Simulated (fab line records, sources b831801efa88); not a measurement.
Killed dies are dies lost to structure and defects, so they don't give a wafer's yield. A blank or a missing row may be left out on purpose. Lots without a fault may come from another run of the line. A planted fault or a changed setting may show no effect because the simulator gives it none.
Problem report in the 8D (eight disciplines) form, filled by code | flow sky130 | the parts of the form that need people (team, actions taken, sign-off) are left out

1. THE PROBLEM
VT_ADJUST_NCORE_OVL at SKY_VT_ADJUST_NCORE_OVL_MEAS_08 reads a mean of 235.7 nm on 12 wafers of 4 lots; wafers without a fault read 0.8 nm with a standard deviation of 1.4. That is +99 or more standard deviations from the usual mean.
First seen on wafer L529.4, day 11 05:42, on overlay-02. The record holds 36 wafers of 12 lots with a number at this step. Rule for "out", or "out of limits": more than 4 standard deviations from the usual mean. The other wafers with a number count as sound.

2. WHAT IT IS AND WHAT IT IS NOT
question                    | is                     | is not
which readings at this step | VT_ADJUST_NCORE_OVL    | -
which lots                  | L529, L530, L531, L532 | L520, L521, L522, L524, L525, L527, L528, L538
which wafers of those lots  | all that have a number | -
read on which gauges        | overlay-01, overlay-02 | -
when                        | from day 11 05:42      | up to then (21 sound wafers); but 3 sound wafers of L538 came after

3. SUSPECTS, AND WHAT RULES EACH OUT
Counting: a tool at a process step up to the reading stays a suspect if it ran every lot that is out and no sound lot after the first of them.
- the gauge at SKY_VT_ADJUST_NCORE_OVL_MEAS_08: ruled out. The wafers that are out were read on 2 gauges (overlay-01, overlay-02).
- iline_stepper-01 at SKY_VT_ADJUST_NCORE_EXPOSE_04 (exposes mask LVTN COMPLEMENT THIN, target cd 380 nm): kept. It ran every lot that is out, first L529 (day 10 17:50), and no sound lot after that; its last sound lot up to then is L527 (day 10 00:02).
Left after counting: iline_stepper-01 at SKY_VT_ADJUST_NCORE_EXPOSE_04.

4. THE CAUSE (what the simulator had put in)
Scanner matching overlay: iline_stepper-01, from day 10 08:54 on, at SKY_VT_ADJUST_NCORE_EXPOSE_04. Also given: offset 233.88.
Counting left only this tool.

5. THE CHAIN OF EFFECTS, in route order
Each row: a reading whose mean over the struck wafers that have a number lies more than 3 standard deviations from the usual. Only readings for which the record gives a usual standard deviation are gone through. hours: the time from each lot's start at the first step in this table that gives one to its start at this step, as a median over the lots. sigmas: the change in usual standard deviations.
hours | step                            | reading             | usual  | on struck wafers | change | sigmas
0     | SKY_VT_ADJUST_NCORE_OVL_MEAS_08 | VT_ADJUST_NCORE_OVL | 0.8 nm | 235.7            | +234.9 | +99 or more
884   | SKY_PAD_OPEN_PROBE_99           | killed_at_front_end | 15     | 120              | +105   | +23
884   | SKY_PAD_OPEN_PROBE_99           | killed_dies         | 85     | 191              | +106   | +11
884   | SKY_PAD_OPEN_PROBE_99           | killed_on_rim       | 17     | 37               | +20    | +6.1
The process steps in it:
- SKY_PAD_OPEN_PROBE_99

6. WHAT WOULD HAVE CAUGHT IT SOONER
In this record the first reading out of limits at a measuring or inspecting step was taken at day 11 05:42, 21 hours after the fault began at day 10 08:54.
Of the lots that are out (4), L531, L532 began SKY_VT_ADJUST_NCORE_EXPOSE_04 on iline_stepper-01 after day 11 05:42. A hold on the tool at that time would have spared those 2.
